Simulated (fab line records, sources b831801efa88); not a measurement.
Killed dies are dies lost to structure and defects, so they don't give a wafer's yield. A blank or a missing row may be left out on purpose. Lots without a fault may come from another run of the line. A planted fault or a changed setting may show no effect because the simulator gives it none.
Chamber matching | flow gf180mcu | GF_V4_CVD_02 on pecvd-03: 3 sister chambers
The step deposits SiO2 from TEOS, target thk 850 nm, time 94.851 s. 27 wafers are shown with their chamber, then 12 later ones without.

WAFERS WITH THEIR CHAMBER
wafer  | chamber | heater_power_w (W) | heater_power_outer_w (W) | susceptor_temp_C (C)
L074.2 | 2       | 713                | 433                      | 400.26
L074.5 | 2       | 727                | 459                      | 400.25
L074.6 | 0       | 529                | 299                      | 399.99
L076.2 | 1       | 739                | 397                      | 400.10
L076.3 | 0       | 625                | 384                      | 400.14
L076.6 | 1       | 776                | 421                      | 400.14
L077.1 | 0       | 583                | 354                      | 400.10
L077.3 | 1       | 748                | 389                      | 399.87
L077.4 | 0       | 615                | 382                      | 399.90
L081.1 | 2       | 620                | 366                      | 400.27
L081.3 | 1       | 636                | 326                      | 399.50
L081.4 | 0       | 529                | 310                      | 400.21
L082.3 | 2       | 727                | 437                      | 399.95
L082.4 | 2       | 742                | 463                      | 399.87
L082.6 | 0       | 663                | 420                      | 400.11
L085.2 | 0       | 647                | 410                      | 399.74
L085.3 | 2       | 725                | 463                      | 399.94
L085.5 | 1       | 640                | 323                      | 400.13
L086.1 | 1       | 796                | 428                      | 399.75
L086.3 | 2       | 600                | 350                      | 400.32
L086.6 | 2       | 648                | 392                      | 399.85
L088.2 | 2       | 730                | 466                      | 399.85
L088.5 | 1       | 780                | 442                      | 400.36
L088.6 | 0       | 651                | 399                      | 400.11
L089.1 | 2       | 653                | 401                      | 400.22
L089.5 | 2       | 690                | 428                      | 399.74
L089.6 | 1       | 779                | 390                      | 399.57

SIGNATURES (means of the wafers above)
reading              | chamber 0 | chamber 1 | chamber 2 | scatter within a chamber
heater_power_w       | 605.25    | 736.75    | 688.64    | 55.2
heater_power_outer_w | 369.75    | 389.50    | 423.45    | 43.1
susceptor_temp_C     | 400.0375  | 399.9275  | 400.0473  | 0.231
Rule: a wafer's distance from a chamber is the root of the sum, over the readings, of the square of ((its reading less the chamber's mean) divided by the reading's scatter). The wafer belongs to the nearest chamber; if the next one is less than 2 further off, it can't be placed. The scatter: the root of (the sum of the squares of (reading less its chamber's mean) over the shown wafers, divided by (wafers less chambers)).

WAFERS WITHOUT THEIR CHAMBER
wafer  | heater_power_w (W) | heater_power_outer_w (W) | susceptor_temp_C (C)
L091.4 | 597                | 361                      | 399.79
L091.5 | 598                | 340                      | 400.43
L091.6 | 772                | 426                      | 399.95
L092.1 | 680                | 435                      | 399.95
L092.3 | 627                | 384                      | 399.93
L092.4 | 743                | 445                      | 400.09
L095.1 | 788                | 432                      | 400.17
L095.2 | 710                | 449                      | 399.82
L095.3 | 622                | 376                      | 400.30
L097.2 | 683                | 336                      | 399.62
L097.3 | 638                | 383                      | 399.93
L097.5 | 688                | 416                      | 399.85

WHICH CHAMBER EACH WENT THROUGH
wafer  | from the rows above          | in truth
L091.4 | can't be placed: 0 or 2 or 1 | 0
L091.5 | can't be placed: 0 or 2 or 1 | 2
L091.6 | can't be placed: 1 or 2      | 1
L092.1 | can't be placed: 2 or 1 or 0 | 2
L092.3 | can't be placed: 0 or 2 or 1 | 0
L092.4 | can't be placed: 2 or 1 or 0 | 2
L095.1 | can't be placed: 1 or 2 or 0 | 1
L095.2 | can't be placed: 2 or 1 or 0 | 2
L095.3 | can't be placed: 0 or 2 or 1 | 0
L097.2 | can't be placed: 1 or 0 or 2 | 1
L097.3 | can't be placed: 0 or 2 or 1 | 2
L097.5 | can't be placed: 2 or 1 or 0 | 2
Placed correctly: 0 of 12. Can't be placed from these rows: 12 (the true chamber is among the candidates in 12). Placed wrongly: 0.
